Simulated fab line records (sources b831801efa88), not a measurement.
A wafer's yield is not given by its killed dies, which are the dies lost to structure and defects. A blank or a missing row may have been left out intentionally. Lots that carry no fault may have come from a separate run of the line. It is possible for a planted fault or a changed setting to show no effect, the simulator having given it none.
Problem report, 8D (eight disciplines) form, completed by code    flow sky130    the parts of the form that need people (team, actions taken, sign-off) are left out

## 1. THE ISSUE
Wafers free of any fault read 187.9 (standard deviation 0.92) for VT_ADJUST_LVTN_2_TW at SKY_VT_ADJUST_LVTN_TW_MEAS_21, against a mean of 167.9 on 6 wafers of 2 lots. Measured from the usual mean, that is -22 standard deviations.
Seen first at day 13 10:05 on film-metro-04, wafer L392.1. Wafers with a number at this step in the record: 39, from 13 lots. By rule, "out" or "out of limits" means more than 4 standard deviations away from the usual mean. The other wafers with a number count as sound.

## 2. WHAT IT IS; WHAT IT IS NOT
question                     is                      is not
which readings at this step  VT_ADJUST_LVTN_2_TW     -
which lots                   L392, L393              L375, L376, L377, L378, L379, L381, L382, L386, L394, L396, L398
which wafers of those lots   all that have a number  -
read on which gauges         film-metro-04           film-metro-02, film-metro-03
when                         from day 13 10:05       up to then (24 sound wafers); but 9 sound wafers of L394, L396, L398 came after

## 3. WHAT RULES OUT EACH SUSPECT
Counting: a tool at any process step up to the reading remains a suspect when it ran all the lots that are out and ran no sound lot after the first of those.
- the gauge at SKY_VT_ADJUST_LVTN_TW_MEAS_21 is ruled out. All the wafers that are out were read on film-metro-04, but those of them that SKY_VT_ADJUST_LVTN_IMPLANT_19 has rows for are out there too, on other tools.
- implanter-03 at SKY_VT_ADJUST_LVTN_IMPLANT_19: kept. All lots that are out passed through it, beginning with L392 at day 13 09:50, and no sound lot followed; its final sound lot before that point was L381 at day 9 12:43. Its own dose-ions-cm2, faraday-current-uA readings are out on those wafers.
After counting, what remains is implanter-03 at SKY_VT_ADJUST_LVTN_IMPLANT_19.

## 4. THE CAUSE (what the simulator had put in)
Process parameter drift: implanter-03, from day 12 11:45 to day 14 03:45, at SKY_VT_ADJUST_LVTN_IMPLANT_19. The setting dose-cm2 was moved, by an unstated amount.
Counting left only this tool.

## 5. THE EFFECT CHAIN, in route order
Each row: a reading where the mean over the struck wafers with a number is more than 3 standard deviations away from the usual. Scope: only readings with a usual standard deviation given in the record; hours: median across lots of the time from each lot's start at the first step in this table that gives one to its start at this step; sigmas: change in usual standard deviations.
hours  step                           reading              usual    on struck wafers  change    sigmas
0      SKY_VT_ADJUST_LVTN_IMPLANT_19  dose-ions-cm2        6.5e+11  4.3e+11           -2.2e+11  -99 or more
0      SKY_VT_ADJUST_LVTN_IMPLANT_19  faraday-current-uA   3.67     2.42              -1.25     -20
0      SKY_VT_ADJUST_LVTN_TW_MEAS_21  VT_ADJUST_LVTN_2_TW  187.9    167.9             -20.0     -22
Process steps it contains:
- SKY_VT_ADJUST_LVTN_IMPLANT_19
Later steps that measure or inspect, where all struck wafers having a row at the step show a number for every such reading and not one has moved that far: SKY_SONOS_TUNNEL_CD_MEAS_07, SKY_SD_N_RS_MEAS_18, SKY_LI_CONTACT_THK_MEAS_01.

## 6. HOW IT WOULD HAVE BEEN CAUGHT EARLIER
22 hours passed between the start of the fault at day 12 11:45 and the first reading out of limits at a measuring or inspecting step in this record, taken at day 13 10:05.
At SKY_VT_ADJUST_LVTN_IMPLANT_19, the tool's own readings (dose-ions-cm2, faraday-current-uA) were out on each struck wafer the step has a row for, so an alarm limit on them would have fired on the first such wafer.
L393, from the lots that are out (2), started SKY_VT_ADJUST_LVTN_IMPLANT_19 on implanter-03 later than day 13 10:05. A tool hold placed at that time would have kept it from harm.
